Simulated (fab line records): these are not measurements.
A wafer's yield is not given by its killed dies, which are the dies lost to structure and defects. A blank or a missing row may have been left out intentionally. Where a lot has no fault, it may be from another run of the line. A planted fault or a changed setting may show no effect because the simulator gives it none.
fab line records + flow sky130
record
- lots=5
- wafers=15
- lastDay=50
route steps=708 shown SONOS_ONO@172 GATE_OXIDE@187 POLY_GATE@204 RES_PROTECT@206 SALICIDE@361 PAD_OPEN@708
lots that met no fault: taken from a fault-free run of the same line
startH: hours from the record's opening day to when the first of the lot's shown wafers began + waitH: hours since the lot's step before + " as in the row above + L1.1+2: a single row standing in for several wafers + - no value present, or no start provided + * or withheld: withheld + < > ~ a bound
route shown NAME@n: names a module that has steps shown in the file, with the first one's number in the route + usual: mean/standard deviation taken from wafers without a fault + same: alike in all rows + chamber/n: place in a boat + sites: per-site readings + _std_site: standard deviation of those values + _edge_site: mean of outer sites minus mean of inner sites + radiusMm: for every site, how far away it sits from the centre of the wafer + mask NAME#n: copy n + behind: tool/chamber where the wafer was last shaped + hold: reason for holding the lot/hours on hold/outcome of the hold + device: names the non-switching transistor (n, p or np) + end of line: tests of these same wafers at the route's end + a step given without rows: its recipe and nothing more + killed: dies that structure and defects cost at the first sort, which is not the same as the wafer's yield + map: a wafer's dies, marking killed ones x, the rest . and places with no die _
set.NAME: the run value of the setting; set.NAME@STEP: its run value at that earlier step + model.NAME: the simulator's own value behind a step, which no gauge read
lots at selected steps of the route; one table per step, one row per wafer
services: a tool's chamber out of use, with start hour (startH, from the record's first day; less than 0 if before it), hours out, and reason
## steps
# step SKY_SONOS_ONO_CVD_04
# recipe
- material=SiO2
- precursor=SiH4/N2O
- targetThkNm=5.7199
- tempC=900
- pressureMtorr=400
# step SKY_SONOS_ONO_DEHYDRATE_06
# recipe
- tempC=200
- timeS=60
# step SKY_SONOS_ONO_HMDS_07
# recipe
- primeTimeS=60
- primeTempC=120
# step SKY_SONOS_ONO_COAT_08
# recipe
- resist=NOVOLAK
- spinRpm=3000
- resistThkNm=1140
# step SKY_SONOS_ONO_SOFTBAKE_09
# recipe
- tempC=90
- timeS=60
- resist=NOVOLAK
# step SKY_SONOS_ONO_EXPOSE_10
# recipe
- maskId=ONOM
- targetCdNm=410
- na=0.6
- sourceShape=conventional
- sigmaOuter=0.6
- doseMj=150
# step SKY_SONOS_ONO_PEB_11
# recipe
- tempC=withheld
- timeS=*
- resist=NOVOLAK
# step SKY_SONOS_ONO_DEVELOP_12
# recipe
- developTimeS=60
- devTempC=23
# step SKY_SONOS_ONO_ETCH_15
# recipe
- targetDepthNm=19.52
- chemistry=CHF3/O2
- sourceW=600
- biasW=200
- pressureMtorr=40
- chf3FlowSccm=50
- O2_flow_sccm=5
- timeS=7.8
# step SKY_SONOS_ONO_WET_ETCH_16
# recipe
- chemistry=dHF
- targetDepthNm=14
- dry=n2Spin
- target=SiO2
- dilution=100:1
- tempC=25
- timeS=280
# usual
- runLengthS=309/4.2
| lot.wafer | tool        | chamber | startH | waitH | runLengthS | model.SiO2_of_FIELD_ISO_CVD_24.thkNm |
|-----------|-------------|---------|--------|-------|------------|--------------------------------------|
| L650.1    | wetBench-03 | 0       | 373.53 | 0.0   | 304        | 385.1                                |
| L650.3    | "           | 0       | "      | "     | 304        | 384.5                                |
| L650.5    | "           | 0       | "      | "     | 304        | 384.6                                |
| L655.1    | wetBench-03 | 2       | 411.27 | 0.0   | 640        | 368.1                                |
| L655.2    | "           | 2       | "      | "     | 640        | 364.8                                |
| L655.5    | "           | 2       | "      | "     | 640        | 366.8                                |
| L656.1    | wetBench-03 | 2       | 421.52 | 0.0   | 641        | 368.4                                |
| L656.2    | "           | 2       | "      | "     | 641        | 367.2                                |
| L656.5    | "           | 2       | "      | "     | 641        | 368.7                                |
| L657.2    | wetBench-03 | 1       | 423.87 | 0.0   | 646        | 365.5                                |
| L657.3    | "           | 1       | "      | "     | 646        | 365.2                                |
| L657.5    | "           | 1       | "      | "     | 646        | 364.5                                |
| L661.1    | wetBench-04 | 0       | 462.06 | 0.0   | 304        | 382.5                                |
| L661.3    | "           | 0       | "      | "     | 304        | 384.1                                |
| L661.4    | "           | 0       | "      | "     | 304        | 382.9                                |
# step SKY_SONOS_ONO_STRIP_17
# recipe
- chemistry=O2/N2
- powerW=1400
- pressureMtorr=1500
- platenTempC=withheld
- o2FlowSccm=3000
- n2FlowSccm=300
- overashFraction=0.5
# step SKY_SONOS_ONO_WET_ETCH_18
# recipe
- chemistry=H3PO4
- targetDepthNm=15
- target=Si3N4
- tempC=160
- timeS=172
# step SKY_GATE_OXIDE_CLEAN_00
# recipe
- chemistry=SC1/SC2
- mix=1:4:20
- tempC=70
- timeS=150
- dry=n2Spin
# step SKY_GATE_OXIDE_OXIDATION_01
# recipe
- tempC=900
- ambient=O2
- stabiliseS=600
- purgeS=300
- targetThkA=102.68
- oxTimeS=1473
# step SKY_GATE_OXIDE_DEHYDRATE_03
# recipe
- tempC=200
- timeS=60
# step SKY_GATE_OXIDE_HMDS_04
# recipe
- primeTimeS=60
- primeTempC=120
# step SKY_GATE_OXIDE_COAT_05
# recipe
- resist=NOVOLAK
- spinRpm=3000
- resistThkNm=1140
# step SKY_GATE_OXIDE_SOFTBAKE_06
# recipe
- tempC=90
- timeS=60
- resist=NOVOLAK
# step SKY_GATE_OXIDE_EXPOSE_07
# recipe
- maskId=LVOM
- na=0.6
- sourceShape=conventional
- sigmaOuter=0.6
- polarization=unpolarized
- targetCdNm=600
- doseMj=170
# step SKY_GATE_OXIDE_PEB_08
# recipe
- tempC=withheld
- timeS=*
- resist=NOVOLAK
# step SKY_GATE_OXIDE_DEVELOP_09
# recipe
- resist=NOVOLAK
- developer=TMAH
- developTimeS=60
- devTempC=23
# step SKY_GATE_OXIDE_IMPLANT_11
# recipe
- species=B
- energyKev=10
- doseCm2=2.629e+12
- tiltDeg=withheld
# step SKY_GATE_OXIDE_WET_ETCH_12
# recipe
- chemistry=dHF
- targetDepthNm=16.8
- dry=n2Spin
- target=SiO2
- dilution=100:1
- tempC=25
- timeS=336
# step SKY_GATE_OXIDE_STRIP_13
# recipe
- chemistry=O2/N2
- powerW=1400
- pressureMtorr=1500
- platenTempC=withheld
- o2FlowSccm=3000
- n2FlowSccm=300
- overashFraction=0.5
# step SKY_GATE_OXIDE_CLEAN_15
# recipe
- chemistry=SC1/SC2
- mix=1:4:20
- tempC=70
- timeS=150
- dry=n2Spin
# step SKY_GATE_OXIDE_OXIDATION_16
# recipe
- tempC=800
- ambient=O2
- idleTempC=700
- rampUpCPerMin=10
- rampDownCPerMin=3
- stabiliseS=600
- purgeS=300
- targetThkA=35.7
- oxTimeS=1915
# step SKY_POLY_GATE_CVD_00
# recipe
- material=poly-Si
- targetThkNm=180
- tempC=620
- timeS=720
- pressureMtorr=200
# step SKY_RES_PROTECT_DEHYDRATE_00
# recipe
- tempC=200
- timeS=60
# step SKY_RES_PROTECT_HMDS_01
# recipe
- primeTimeS=60
- primeTempC=120
# step SKY_RES_PROTECT_COAT_02
# recipe
- resist=NOVOLAK
- spinRpm=3000
- resistThkNm=1140
# step SKY_RES_PROTECT_SOFTBAKE_03
# recipe
- tempC=90
- timeS=60
- resist=NOVOLAK
# step SKY_RES_PROTECT_EXPOSE_04
# recipe
- maskId=RPM
- na=0.6
- sourceShape=conventional
- sigmaOuter=0.6
- polarization=unpolarized
- targetCdNm=1270
- doseMj=131
# step SKY_RES_PROTECT_PEB_05
# recipe
- tempC=withheld
- timeS=*
- resist=NOVOLAK
# step SKY_RES_PROTECT_DEVELOP_06
# recipe
- resist=NOVOLAK
- developer=TMAH
- developTimeS=60
- devTempC=23
# step SKY_POLY_GATE_IMPLANT_02
# recipe
- species=P
- energyKev=30
- doseCm2=7.7e+15
- tiltDeg=0
# step SKY_SALICIDE_CLEAN_00
# recipe
- chemistry=HF-last
- timeS=30
- dilution=100:1
- dry=ipaMarangoni
| lot.wafer | tool        | chamber | startH | waitH | model.SiO2_of_FIELD_ISO_CVD_24.thkNm |
|-----------|-------------|---------|--------|-------|--------------------------------------|
| L650.1    | wetBench-03 | 3       | 740.04 | 0.1   | 359.7                                |
| L650.3    | "           | 3       | "      | "     | 359.1                                |
| L650.5    | "           | 3       | "      | "     | 359.3                                |
| L655.1    | wetBench-03 | 0       | 776.88 | 0.1   | 342.9                                |
| L655.2    | "           | 0       | "      | "     | 339.5                                |
| L655.5    | "           | 0       | "      | "     | 341.6                                |
| L656.1    | wetBench-03 | 2       | 785.13 | 0.1   | 343.2                                |
| L656.2    | "           | 2       | "      | "     | 342.1                                |
| L656.5    | "           | 2       | "      | "     | 343.6                                |
| L657.2    | wetBench-02 | 1       | 788.04 | 0.1   | 340.3                                |
| L657.3    | "           | 1       | "      | "     | 339.9                                |
| L657.5    | "           | 1       | "      | "     | 339.4                                |
| L661.1    | wetBench-01 | 2       | 829.00 | 0.1   | 357.3                                |
| L661.3    | "           | 2       | "      | "     | 359                                  |
| L661.4    | "           | 2       | "      | "     | 357.7                                |
# step SKY_PAD_OPEN_PROBE_99
# usual
- killed_at_M0_to_M3=43/6.6
- killed_at_M4_up=2.9/1.8
- killedAtContacts=25/5.3
- killedAtFrontEnd=15/4.1
- killedAtOther=0.3/0.6
- killedDies=86/8.8
- killedOpen=47/6.7
- killedShort=39/6.2
# same
- grossDies=492
- killedAtBackSide=0
| lot.wafer | tool      | chamber | startH  | waitH | killed_at_M0_to_M3 | killed_at_M4_up | killedAtContacts | killedAtFrontEnd | killedAtOther | killedDies | killedOpen | killedShort | model.etest.capLiToPoly.cAfUm2 | model.etest.capPolyToWell.cAfUm2 | model.etest.fieldN.vtV | model.etest.sramNfetPass.offLog10AUm | model.etest.nfet_01v8.offLog10AUm | model.etest.sramNfetPass.vtV | model.etest.sramNfetPass.vtSatV |
|-----------|-----------|---------|---------|-------|--------------------|-----------------|------------------|------------------|---------------|------------|------------|-------------|--------------------------------|----------------------------------|------------------------|--------------------------------------|-----------------------------------|------------------------------|---------------------------------|
| L650.1    | prober-01 | -       | 1141.66 | 0.1   | 37                 | 1               | 31               | 17               | 2             | 88         | 48         | 38          | 98.65                          | 86.6                             | 36.64                  | -12.81                               | -13.38                            | 0.6806                       | 0.5813                          |
| L650.3    | prober-01 | -       | 1141.76 | 0.2   | 44                 | 1               | 35               | 21               | 0             | 101        | 62         | 38          | 98.92                          | 93.11                            | 35.13                  | -12.67                               | -13.39                            | 0.6745                       | 0.5754                          |
| L650.5    | prober-01 | -       | 1141.86 | 0.2   | 59                 | 6               | 21               | 16               | 1             | 103        | 60         | 42          | 98.48                          | 89.59                            | 36.67                  | -12.88                               | -13.41                            | 0.7024                       | 0.6012                          |
| L655.1    | prober-02 | -       | 1170.11 | 0.1   | 33                 | 2               | 22               | 13               | 0             | 70         | 36         | 34          | 92.97                          | 96.11                            | 34.52                  | -12.29                               | -13.11                            | 0.6582                       | 0.5542                          |
| L655.2    | prober-02 | -       | 1170.16 | 0.1   | 51                 | 5               | 26               | 18               | 0             | 100        | 55         | 45          | 94.32                          | 96.44                            | 33.05                  | -11.9                                | -13.01                            | 0.6067                       | 0.5087                          |
| L655.5    | prober-02 | -       | 1170.31 | 0.2   | 38                 | 6               | 22               | 16               | 0             | 82         | 33         | 49          | 97.09                          | 97.69                            | 33.53                  | -11.85                               | -13.04                            | 0.6248                       | 0.5205                          |
| L656.1    | prober-01 | -       | 1176.52 | 0.1   | 51                 | 6               | 30               | 5                | 1             | 93         | 57         | 36          | 92.56                          | 95.14                            | 34.52                  | -12.26                               | -13.35                            | 0.6423                       | 0.5437                          |
| L656.2    | prober-01 | -       | 1176.57 | 0.1   | 38                 | 3               | 21               | 17               | 0             | 79         | 48         | 31          | 96.57                          | 94.44                            | 34.89                  | -11.94                               | -13.3                             | 0.6304                       | 0.5263                          |
| L656.5    | prober-01 | -       | 1176.72 | 0.2   | 44                 | 3               | 28               | 13               | 0             | 88         | 54         | 33          | 96.14                          | 96.91                            | 33.89                  | -12.34                               | -13.32                            | 0.6596                       | 0.5589                          |
| L657.2    | prober-02 | -       | 1176.75 | 0.1   | 46                 | 10              | 22               | 20               | 0             | 98         | 59         | 31          | 95.07                          | 97.35                            | 34.13                  | -12.11                               | -13.19                            | 0.6508                       | 0.5532                          |
| L657.3    | prober-02 | -       | 1176.80 | 0.2   | 44                 | 3               | 13               | 18               | 0             | 78         | 39         | 39          | 93.05                          | 96.4                             | 34.18                  | -12.11                               | -13.34                            | 0.6417                       | 0.5515                          |
| L657.5    | prober-02 | -       | 1176.90 | 0.2   | 38                 | 0               | 31               | 19               | 1             | 89         | 53         | 36          | 94.22                          | 96.4                             | 34.28                  | -11.79                               | -13.15                            | 0.6207                       | 0.5176                          |
| L661.1    | prober-02 | -       | 1200.63 | 0.1   | 44                 | 3               | 23               | 15               | 0             | 85         | 48         | 37          | 104                            | 90.28                            | 36.64                  | -12.71                               | -13.34                            | 0.6745                       | 0.572                           |
| L661.3    | prober-02 | -       | 1200.73 | 0.2   | 43                 | 0               | 26               | 20               | 0             | 89         | 54         | 35          | 101.5                          | 92.25                            | 36.42                  | -12.86                               | -13.44                            | 0.6889                       | 0.5901                          |
| L661.4    | prober-02 | -       | 1200.78 | 0.2   | 56                 | 2               | 28               | 20               | 1             | 107        | 60         | 47          | 100.2                          | 88.51                            | 36.63                  | -12.77                               | -13.35                            | 0.6771                       | 0.5751                          |
# killed by level:class
L650.1 VIA1:geometricParticle:open=12 CONTACT:geometricParticle:open=11 CONTACT:geometricParticle:short=8 METAL2:geometricParticle:short=7 FIELD_ISO:geometricParticle:open=5 LI_CONTACT:geometricParticle:open=5 LOCAL_INTERCONNECT:geometricParticle:short=5 METAL1:geometricParticle:short=5
L650.3 CONTACT:geometricParticle:open=16 VIA1:geometricParticle:open=12 FIELD_ISO:geometricParticle:open=11 LOCAL_INTERCONNECT:geometricParticle:short=7 VIA2:geometricParticle:open=7 LI_CONTACT:geometricParticle:open=6 VIA3:geometricParticle:open=6 METAL1:geometricParticle:short=5
L650.5 VIA1:geometricParticle:open=21 VIA3:geometricParticle:open=10 CONTACT:geometricParticle:open=9 CONTACT:geometricParticle:short=6 VIA2:geometricParticle:open=6 FIELD_ISO:geometricParticle:short=5 METAL3:geometricParticle:short=5 METAL4:geometricParticle:short=4
L655.1 VIA3:geometricParticle:open=8 VIA1:geometricParticle:open=6 CONTACT:geometricParticle:open=6 LI_CONTACT:geometricParticle:open=5 LI_CONTACT:geometricParticle:short=5 POLY_GATE:geometricParticle:open=4 VIA1:geometricParticle:short=4 CONTACT:geometricParticle:short=4
L655.2 VIA1:geometricParticle:open=11 VIA2:geometricParticle:open=8 VIA3:geometricParticle:open=8 METAL2:geometricParticle:short=6 CONTACT:geometricParticle:open=6 POLY_GATE:geometricParticle:short=5 LI_CONTACT:geometricParticle:open=5 VIA3:geometricParticle:short=5
L655.5 LI_CONTACT:geometricParticle:open=7 METAL4:geometricParticle:short=6 VIA3:geometricParticle:open=6 CONTACT:geometricParticle:short=5 VIA1:geometricParticle:open=5 VIA2:geometricParticle:short=5 METAL3:geometricParticle:short=5 FIELD_ISO:geometricParticle:open=4
L656.1 VIA1:geometricParticle:open=12 CONTACT:geometricParticle:open=9 VIA3:geometricParticle:open=9 LI_CONTACT:geometricParticle:open=7 VIA2:geometricParticle:open=7 LOCAL_INTERCONNECT:geometricParticle:short=6 VIA1:geometricParticle:short=6 METAL4:geometricParticle:short=4
L656.2 VIA1:geometricParticle:open=14 CONTACT:geometricParticle:open=9 SPACER:geometricParticle:open=6 VIA3:geometricParticle:open=5 CONTACT:geometricParticle:short=4 LI_CONTACT:geometricParticle:open=4 METAL1:geometricParticle:short=4 POLY_CUT:geometricParticle:open=3
L656.5 CONTACT:geometricParticle:open=14 VIA1:geometricParticle:open=12 LI_CONTACT:geometricParticle:open=7 VIA2:geometricParticle:open=7 METAL2:geometricParticle:short=6 SPACER:geometricParticle:open=5 VIA1:geometricParticle:short=5 METAL3:geometricParticle:short=4
L657.2 VIA1:geometricParticle:open=14 CONTACT:geometricParticle:open=12 VIA3:geometricParticle:open=10 VIA4:areaEtch=8 POLY_GATE:geometricParticle:open=7 VIA2:geometricParticle:open=5 VIA1:geometricParticle:short=4 METAL2:geometricParticle:short=4
L657.3 VIA1:geometricParticle:open=12 METAL1:geometricParticle:short=9 FIELD_ISO:geometricParticle:open=7 VIA1:geometricParticle:short=5 CONTACT:geometricParticle:short=5 CONTACT:geometricParticle:open=4 POLY_GATE:geometricParticle:short=3 VIA2:geometricParticle:short=3
L657.5 CONTACT:geometricParticle:open=14 LI_CONTACT:geometricParticle:open=9 METAL1:geometricParticle:short=7 VIA3:geometricParticle:open=7 VIA1:geometricParticle:open=6 FIELD_ISO:geometricParticle:short=5 POLY_GATE:geometricParticle:open=4 FIELD_ISO:geometricParticle:open=3
L661.1 VIA1:geometricParticle:open=12 VIA3:geometricParticle:open=10 CONTACT:geometricParticle:short=7 LOCAL_INTERCONNECT:geometricParticle:short=6 CONTACT:geometricParticle:open=6 FIELD_ISO:geometricParticle:open=4 LI_CONTACT:geometricParticle:open=4 VIA1:geometricParticle:short=4
L661.3 CONTACT:geometricParticle:open=12 METAL1:geometricParticle:short=11 VIA1:geometricParticle:open=8 POLY_GATE:geometricParticle:open=7 LI_CONTACT:geometricParticle:open=7 FIELD_ISO:geometricParticle:open=5 VIA3:geometricParticle:open=5 CONTACT:geometricParticle:short=4
L661.4 CONTACT:geometricParticle:open=14 VIA1:geometricParticle:open=12 METAL2:geometricParticle:short=11 VIA3:geometricParticle:open=10 VIA1:geometricParticle:short=7 METAL1:geometricParticle:short=7 LOCAL_INTERCONNECT:geometricParticle:short=6 FIELD_ISO:geometricParticle:open=5
## services
| tool        | chamber | startH | hours | kind   |
|-------------|---------|--------|-------|--------|
| wetBench-04 | -       | 577.49 | 0.6   | repair |
| wetBench-04 | -       | 585.19 | 7.6   | repair |
| wetBench-03 | -       | 588.44 | 53.0  | pm     |
| wetBench-02 | -       | 681.37 | 35.8  | pm     |
| wetBench-01 | -       | 701.15 | 1.5   | repair |
| wetBench-04 | -       | 757.03 | 1.9   | repair |
## key
firstSign
- step=SKY_SONOS_ONO_WET_ETCH_16
- reading=runLengthS
- direction=up
- sigmas=80
- usual=*
- struck=*
effect none on later readings
modelEffect
- step=SKY_SONOS_ONO_WET_ETCH_16
- value=SiO2_of_FIELD_ISO_CVD_24.thkNm
- without=384.9
- struck=366.6
modelEffect
- step=SKY_SALICIDE_CLEAN_00
- value=SiO2_of_FIELD_ISO_CVD_24.thkNm
- without=359.7
- struck=341.4
modelEffect
- step=SKY_PAD_OPEN_PROBE_99
- value=etest.capLiToPoly.cAfUm2
- without=99.66
- struck=94.67
metAt SKY_SONOS_ONO_WET_ETCH_16
struckWafers L655.1,L655.2,L655.5,L656.1,L656.2,L656.5,L657.2,L657.3,L657.5
testerLeftOut L655,L656,L657
onsetBetween 373.53 411.27
fault
- kind=processParameterDrift
- tool=wetBench-03
- chamber=-
- onsetH=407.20
- steps=SKY_SONOS_ONO_WET_ETCH_16
- channel=timeS
- offset=*
- shape=step
- endH=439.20
- actsIn=*
- stated=*
# testerLeftOut: of these lots the tester's yield and bins aren't shown, on N5 and GAA mostly nor the transistor test; their killed dies are dies lost to structure and defects alone, not to doping, threshold or leakage, so they don't give the yield
